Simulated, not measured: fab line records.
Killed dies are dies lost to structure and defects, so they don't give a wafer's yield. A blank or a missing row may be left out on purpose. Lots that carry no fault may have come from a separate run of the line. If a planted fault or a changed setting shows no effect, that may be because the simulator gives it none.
Which tool did it? || flow sky130 || 10 lots, 29 wafers sampled, at 6 steps of a route of 708

WHAT THE GAUGES SHOWED, per wafer
SKY_CONTACT_THK_MEAS_01.
{"lot": "L817", "measured": "day 31 03:19", "on": "filmMetro-04", "CONTACT_CVD_00_THK (nm)": "73.1 73.5 72.5"}
{"lot": "L818", "measured": "day 32 01:31", "on": "filmMetro-02", "CONTACT_CVD_00_THK (nm)": "75.0 75.5 76.0"}
{"lot": "L820", "measured": "day 32 02:54", "on": "filmMetro-02", "CONTACT_CVD_00_THK (nm)": "74.9 74.8 75.8"}
{"lot": "L819", "measured": "day 32 05:30", "on": "filmMetro-03", "CONTACT_CVD_00_THK (nm)": "72.7 74.7 74.4"}
{"lot": "L825", "measured": "day 33 15:46", "on": "filmMetro-03", "CONTACT_CVD_00_THK (nm)": "73.6 73.6 75.2"}
{"lot": "L827", "measured": "day 34 03:34", "on": "filmMetro-04", "CONTACT_CVD_00_THK (nm)": "74.1 74.2 74.4"}
{"lot": "L829", "measured": "day 34 13:05", "on": "filmMetro-02", "CONTACT_CVD_00_THK (nm)": "72.7 76.3 74.5"}
{"lot": "L839", "measured": "day 37 04:22", "on": "filmMetro-04", "CONTACT_CVD_00_THK (nm)": "74.5 74.8 74.2"}
{"lot": "L838", "measured": "day 37 08:41", "on": "filmMetro-04", "CONTACT_CVD_00_THK (nm)": "74.7 73.9"}
{"lot": "L840", "measured": "day 37 11:08", "on": "filmMetro-03", "CONTACT_CVD_00_THK (nm)": "74.2 72.5 73.5"}

SKY_CAP2M_RS_MEAS_03: uses a four-point probe to measure.
{"lot": "L817", "measured": "day 40 08:04", "on": "filmMetro-02", "CAP2M_TIN_RS (ohm/sq)": "6.95 6.84 6.91"}
{"lot": "L818", "measured": "day 41 05:14", "on": "filmMetro-02", "CAP2M_TIN_RS (ohm/sq)": "7.02 7.03 7.00"}
{"lot": "L820", "measured": "day 41 07:06", "on": "filmMetro-02", "CAP2M_TIN_RS (ohm/sq)": "6.71 6.81 6.79"}
{"lot": "L819", "measured": "day 41 07:50", "on": "filmMetro-01", "CAP2M_TIN_RS (ohm/sq)": "6.95 6.85 6.91"}
{"lot": "L825", "measured": "day 42 13:59", "on": "filmMetro-04", "CAP2M_TIN_RS (ohm/sq)": "7.08 6.99 6.91"}
{"lot": "L827", "measured": "day 43 01:22", "on": "filmMetro-01", "CAP2M_TIN_RS (ohm/sq)": "7.09 7.04 7.04"}
{"lot": "L829", "measured": "day 43 09:19", "on": "filmMetro-04", "CAP2M_TIN_RS (ohm/sq)": "6.75 6.80 6.79"}
{"lot": "L839", "measured": "day 45 14:22", "on": "filmMetro-02", "CAP2M_TIN_RS (ohm/sq)": "7.04 6.92 6.90"}
{"lot": "L838", "measured": "day 45 19:04", "on": "filmMetro-04", "CAP2M_TIN_RS (ohm/sq)": "7.37 7.31"}
{"lot": "L840", "measured": "day 45 19:51", "on": "filmMetro-04", "CAP2M_TIN_RS (ohm/sq)": "6.92 6.91 7.09"}

SKY_CAP2M_THK_MEAS_04: measures by xrf.
{"lot": "L817", "measured": "day 40 08:11", "on": "filmMetro-02", "CAP2M_TIN_THK (nm)": "199.2 202.7 200.6"}
{"lot": "L818", "measured": "day 41 05:21", "on": "filmMetro-02", "CAP2M_TIN_THK (nm)": "198.0 197.8 198.8"}
{"lot": "L820", "measured": "day 41 07:13", "on": "filmMetro-02", "CAP2M_TIN_THK (nm)": "206.2 205.3 204.5"}
{"lot": "L819", "measured": "day 41 07:57", "on": "filmMetro-01", "CAP2M_TIN_THK (nm)": "199.6 202.0 200.3"}
{"lot": "L825", "measured": "day 42 14:07", "on": "filmMetro-04", "CAP2M_TIN_THK (nm)": "196.6 198.3 200.9"}
{"lot": "L827", "measured": "day 43 01:29", "on": "filmMetro-01", "CAP2M_TIN_THK (nm)": "195.6 196.6 196.4"}
{"lot": "L829", "measured": "day 43 09:25", "on": "filmMetro-04", "CAP2M_TIN_THK (nm)": "205.7 204.4 205.5"}
{"lot": "L839", "measured": "day 45 14:27", "on": "filmMetro-02", "CAP2M_TIN_THK (nm)": "197.9 200.4 202.5"}
{"lot": "L838", "measured": "day 45 19:09", "on": "filmMetro-04", "CAP2M_TIN_THK (nm)": "189.2 190.0"}
{"lot": "L840", "measured": "day 45 19:58", "on": "filmMetro-04", "CAP2M_TIN_THK (nm)": "200.3 201.1 196.8"}

TOOL THAT RAN EACH LOT (tool first, then ch and the chambers of the sampled wafers, then the start)
{"lot": "L817", "SKY_SD_N_STRIP_11": "plasmaAsher-02 ch 0,1, day 28 16:31", "SKY_CONTACT_STRIP_19": "plasmaAsher-02 ch 0,1, day 32 08:01", "SKY_CAP2M_SPUTTER_02": "pvdSputter-02, day 40 07:57"}
{"lot": "L818", "SKY_SD_N_STRIP_11": "plasmaAsher-02 ch 0,1, day 29 14:46", "SKY_CONTACT_STRIP_19": "plasmaAsher-01 ch 0,1, day 33 05:29", "SKY_CAP2M_SPUTTER_02": "pvdSputter-02, day 41 05:07"}
{"lot": "L820", "SKY_SD_N_STRIP_11": "plasmaAsher-03 ch 0,1, day 29 16:37", "SKY_CONTACT_STRIP_19": "plasmaAsher-02 ch 0,1, day 33 06:56", "SKY_CAP2M_SPUTTER_02": "pvdSputter-04, day 41 06:59"}
{"lot": "L819", "SKY_SD_N_STRIP_11": "plasmaAsher-02 ch 0,1, day 29 19:22", "SKY_CONTACT_STRIP_19": "plasmaAsher-01 ch 0, day 33 09:23", "SKY_CAP2M_SPUTTER_02": "pvdSputter-04, day 41 07:43"}
{"lot": "L825", "SKY_SD_N_STRIP_11": "plasmaAsher-01 ch 0,1, day 31 06:52", "SKY_CONTACT_STRIP_19": "plasmaAsher-01 ch 0,1, day 34 19:31", "SKY_CAP2M_SPUTTER_02": "pvdSputter-03, day 42 13:53"}
{"lot": "L827", "SKY_SD_N_STRIP_11": "plasmaAsher-01 ch 0,1, day 31 19:19", "SKY_CONTACT_STRIP_19": "plasmaAsher-02 ch 0,1, day 35 07:20", "SKY_CAP2M_SPUTTER_02": "pvdSputter-02, day 43 01:15"}
{"lot": "L829", "SKY_SD_N_STRIP_11": "plasmaAsher-03 ch 0,1, day 32 04:45", "SKY_CONTACT_STRIP_19": "plasmaAsher-01 ch 0,1, day 35 16:43", "SKY_CAP2M_SPUTTER_02": "pvdSputter-03, day 43 09:10"}
{"lot": "L839", "SKY_SD_N_STRIP_11": "plasmaAsher-02 ch 0,1, day 34 20:24", "SKY_CONTACT_STRIP_19": "plasmaAsher-02 ch 0,1, day 38 06:50", "SKY_CAP2M_SPUTTER_02": "pvdSputter-04, day 45 14:15"}
{"lot": "L838", "SKY_SD_N_STRIP_11": "plasmaAsher-01 ch 0,1, day 35 00:41", "SKY_CONTACT_STRIP_19": "plasmaAsher-02 ch 0,1, day 38 13:16", "SKY_CAP2M_SPUTTER_02": "pvdSputter-03, day 45 18:56"}
{"lot": "L840", "SKY_SD_N_STRIP_11": "plasmaAsher-01 ch 0,1, day 35 03:49", "SKY_CONTACT_STRIP_19": "plasmaAsher-01 ch 1, day 38 13:33", "SKY_CAP2M_SPUTTER_02": "pvdSputter-04, day 45 19:43"}
- SKY_SD_N_STRIP_11: strips in O2/N2.
- SKY_CONTACT_STRIP_19: strips in O2/N2.
- SKY_CAP2M_SPUTTER_02: material TiN, target thk 200 nm, time 166.7 s.

WHAT THE TOOLS THEMSELVES READ (means of the sampled wafers that have a number; where no wafer has one, the mark that the record gives instead)
SKY_SD_N_STRIP_11.
{"lot": "L817", "tool": "plasmaAsher-02", "drypumpMotorCurrentA (A)": 6.4, "oesProductAu (a.u.)": 0.529, "stripTimeToEndpointS (s)": 22.53}
{"lot": "L818", "tool": "plasmaAsher-02", "drypumpMotorCurrentA (A)": 6.0, "oesProductAu (a.u.)": 0.523, "stripTimeToEndpointS (s)": 22.54}
{"lot": "L820", "tool": "plasmaAsher-03", "drypumpMotorCurrentA (A)": 6.0, "oesProductAu (a.u.)": 0.524, "stripTimeToEndpointS (s)": 22.56}
{"lot": "L819", "tool": "plasmaAsher-02", "drypumpMotorCurrentA (A)": 6.0, "oesProductAu (a.u.)": 0.527, "stripTimeToEndpointS (s)": 22.56}
{"lot": "L825", "tool": "plasmaAsher-01", "drypumpMotorCurrentA (A)": 5.2, "oesProductAu (a.u.)": 0.528, "stripTimeToEndpointS (s)": 22.56}
{"lot": "L827", "tool": "plasmaAsher-01", "drypumpMotorCurrentA (A)": 5.5, "oesProductAu (a.u.)": 0.522, "stripTimeToEndpointS (s)": 22.50}
{"lot": "L829", "tool": "plasmaAsher-03", "drypumpMotorCurrentA (A)": 5.8, "oesProductAu (a.u.)": 0.529, "stripTimeToEndpointS (s)": 22.54}
{"lot": "L839", "tool": "plasmaAsher-02", "drypumpMotorCurrentA (A)": 6.3, "oesProductAu (a.u.)": 0.527, "stripTimeToEndpointS (s)": 22.52}
{"lot": "L838", "tool": "plasmaAsher-01", "drypumpMotorCurrentA (A)": 5.3, "oesProductAu (a.u.)": 0.530, "stripTimeToEndpointS (s)": 22.52}
{"lot": "L840", "tool": "plasmaAsher-01", "drypumpMotorCurrentA (A)": 5.2, "oesProductAu (a.u.)": 0.527, "stripTimeToEndpointS (s)": 22.57}

SKY_CONTACT_STRIP_19.
{"lot": "L817", "tool": "plasmaAsher-02", "drypumpMotorCurrentA (A)": 6.0, "oesProductAu (a.u.)": 0.382, "stripTimeToEndpointS (s)": 3.650}
{"lot": "L818", "tool": "plasmaAsher-01", "drypumpMotorCurrentA (A)": 5.5, "oesProductAu (a.u.)": 0.378, "stripTimeToEndpointS (s)": 3.640}
{"lot": "L820", "tool": "plasmaAsher-02", "drypumpMotorCurrentA (A)": 6.0, "oesProductAu (a.u.)": 0.378, "stripTimeToEndpointS (s)": 3.640}
{"lot": "L819", "tool": "plasmaAsher-01", "drypumpMotorCurrentA (A)": 5.8, "oesProductAu (a.u.)": 0.383, "stripTimeToEndpointS (s)": 3.636}
{"lot": "L825", "tool": "plasmaAsher-01", "drypumpMotorCurrentA (A)": 5.5, "oesProductAu (a.u.)": 0.382, "stripTimeToEndpointS (s)": 3.593}
{"lot": "L827", "tool": "plasmaAsher-02", "drypumpMotorCurrentA (A)": 6.0, "oesProductAu (a.u.)": 0.383, "stripTimeToEndpointS (s)": 3.654}
{"lot": "L829", "tool": "plasmaAsher-01", "drypumpMotorCurrentA (A)": 5.5, "oesProductAu (a.u.)": 0.379, "stripTimeToEndpointS (s)": 3.608}
{"lot": "L839", "tool": "plasmaAsher-02", "drypumpMotorCurrentA (A)": 6.3, "oesProductAu (a.u.)": 0.384, "stripTimeToEndpointS (s)": 3.645}
{"lot": "L838", "tool": "plasmaAsher-02", "drypumpMotorCurrentA (A)": 6.2, "oesProductAu (a.u.)": 0.387, "stripTimeToEndpointS (s)": 3.623}
{"lot": "L840", "tool": "plasmaAsher-01", "drypumpMotorCurrentA (A)": 4.9, "oesProductAu (a.u.)": 0.381, "stripTimeToEndpointS (s)": 3.612}

SKY_CAP2M_SPUTTER_02.
{"lot": "L817", "tool": "pvdSputter-02", "chamberPressurePa (Pa)": 0.3991, "throttleValvePct (%)": 28.9}
{"lot": "L818", "tool": "pvdSputter-02", "chamberPressurePa (Pa)": 0.3989, "throttleValvePct (%)": 29.1}
{"lot": "L820", "tool": "pvdSputter-04", "chamberPressurePa (Pa)": 0.3998, "throttleValvePct (%)": 29.6}
{"lot": "L819", "tool": "pvdSputter-04", "chamberPressurePa (Pa)": 0.4004, "throttleValvePct (%)": 29.6}
{"lot": "L825", "tool": "pvdSputter-03", "chamberPressurePa (Pa)": 0.4001, "throttleValvePct (%)": 30.5}
{"lot": "L827", "tool": "pvdSputter-02", "chamberPressurePa (Pa)": 0.4004, "throttleValvePct (%)": 29.1}
{"lot": "L829", "tool": "pvdSputter-03", "chamberPressurePa (Pa)": 0.3995, "throttleValvePct (%)": 29.8}
{"lot": "L839", "tool": "pvdSputter-04", "chamberPressurePa (Pa)": 0.4008, "throttleValvePct (%)": 29.0}
{"lot": "L838", "tool": "pvdSputter-03", "chamberPressurePa (Pa)": 0.3993, "throttleValvePct (%)": 30.9}
{"lot": "L840", "tool": "pvdSputter-04", "chamberPressurePa (Pa)": 0.3997, "throttleValvePct (%)": 29.1}

THE ANSWER, worked out from the rows above alone
Rule: usual is defined by the lots themselves. Put in order of their means at a reading, lots are off if they are a third of the lots or fewer, leave a main group of 4 or more, and stand apart from it by a gap of 3 or more times the standard deviation of the main group's means; of several such gaps the widest counts. A main group is skipped when, at the precision printed for the reading in the tables above, its means are all equal. Also off: a lot with no number at a reading for which 4 or more lots have one. All remaining lots with rows at the step are treated as sound. First the gauges in route order, then the tools' own readings, where a lot's mean is used as printed above. At the first step where some lot is off, the reading lying furthest off is the one used; lots without a number count as furthest.
Off: L838, at SKY_CAP2M_RS_MEAS_03 (CAP2M_TIN_RS). The main group: mean 6.93 ohm/sq, standard deviation 0.094.
A tool fits if, at a process step before that reading, it ran every lot that is off, and no sound lot after the first of them. The gauges at SKY_CAP2M_RS_MEAS_03 are tried like those tools. Can't be told from this: 2 tools fit, plasmaAsher-02 at SKY_CONTACT_STRIP_19, pvdSputter-03 at SKY_CAP2M_SPUTTER_02.

WHAT THE SIMULATOR HAD PUT IN
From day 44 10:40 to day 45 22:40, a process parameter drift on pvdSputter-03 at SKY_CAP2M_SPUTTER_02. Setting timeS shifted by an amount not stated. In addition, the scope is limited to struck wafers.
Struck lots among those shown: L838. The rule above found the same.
